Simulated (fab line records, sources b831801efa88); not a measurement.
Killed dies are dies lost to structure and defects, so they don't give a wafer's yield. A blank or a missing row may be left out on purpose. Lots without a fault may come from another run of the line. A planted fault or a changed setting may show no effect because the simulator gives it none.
Which tool did it? | flow sfq_line | 14 lots, 40 wafers sampled, at 2 steps of a route of 325

WHAT THE GAUGES READ, wafer by wafer
SFQ_M4_OVL_MEAS_926. Usual: M4_OVL -2 nm, standard deviation 5.3.
lot  | measured     | on         | M4_OVL (nm) | flag
L952 | day 40 05:29 | overlay-02 | -8 -1 -1    |
L953 | day 40 06:41 | overlay-01 | 5 -1 6      |
L954 | day 40 07:53 | overlay-02 | -2 -5 -1    |
L955 | day 41 17:55 | overlay-02 | -3 -5 -4    |
L956 | day 42 05:57 | overlay-02 | -4 -8 -5    |
L957 | day 42 08:14 | overlay-02 | -11 -7      |
L958 | day 42 10:51 | overlay-01 | -5 -3 -1    |
L961 | day 42 20:14 | overlay-02 | 2 4         |
L969 | day 54 19:39 | overlay-01 | 9 4 8       |
L970 | day 55 01:38 | overlay-01 | -3 -8 -6    |
L971 | day 55 23:14 | overlay-01 | 2 -1 3      |
L972 | day 56 11:14 | overlay-01 | -1 1 -2     |
L973 | day 56 14:50 | overlay-02 | -5 -7 -4    |
L974 | day 56 16:03 | overlay-02 | -8 -3 -12   |

SFQ_JJ_RS_MEAS_929: measures by four-point-probe. Usual: JJ_NB_RS 1.051 ohm/sq, standard deviation 0.0085.
lot  | measured     | on            | JJ_NB_RS (ohm/sq) | flag
L952 | day 47 15:08 | film_metro-03 | 1.058 1.056 1.058 |
L953 | day 47 16:21 | film_metro-01 | 1.039 1.041 1.050 |
L954 | day 47 19:57 | film_metro-02 | 1.046 1.053 1.046 |
L955 | day 48 10:22 | film_metro-02 | 1.054 1.047 1.055 |
L956 | day 48 16:20 | film_metro-03 | 1.060 1.047 1.049 |
L957 | day 48 19:59 | film_metro-03 | 1.051 1.048       |
L958 | day 48 22:22 | film_metro-03 | 1.053 1.047 1.040 |
L961 | day 49 05:35 | film_metro-03 | 1.051 1.058       |
L969 | day 55 08:39 | film_metro-03 | 1.058 1.068 1.059 |
L970 | day 55 15:49 | film_metro-01 | 1.050 1.049 1.046 |
L971 | day 56 19:25 | film_metro-01 | 1.041 1.031 1.032 |
L972 | day 61 09:56 | film_metro-03 | 1.067 1.059 1.061 |
L973 | day 61 14:44 | film_metro-03 | 1.066 1.062 1.060 |
L974 | day 61 17:09 | film_metro-01 | 1.057 1.061 1.050 |

WHICH TOOL RAN EACH LOT (tool, then ch and the chambers of the sampled wafers, then the start)
The record holds no process step before these readings.

WHAT THE TOOLS THEMSELVES READ (means of the sampled wafers that have a number; where no wafer has one, the mark that the record gives instead)
The record holds no such reading with a usual standard deviation.

THE ANSWER, worked out from the rows above alone
Rule: a lot is off if the mean of its wafers that have a number lies more than 3 standard deviations from the usual mean. A lot without any number at a reading at which 4 lots or more have one is off too. The other lots that the step has rows for count as sound. The gauges are gone through in route order, then the tools' own readings, and for those a lot's mean is taken as printed above. The first step at which some lot is off is used, and at that step the reading that is off furthest; a lot without a number counts as furthest.
No lot is off at any reading shown: from this, nothing can be told.

WHAT THE SIMULATOR HAD PUT IN
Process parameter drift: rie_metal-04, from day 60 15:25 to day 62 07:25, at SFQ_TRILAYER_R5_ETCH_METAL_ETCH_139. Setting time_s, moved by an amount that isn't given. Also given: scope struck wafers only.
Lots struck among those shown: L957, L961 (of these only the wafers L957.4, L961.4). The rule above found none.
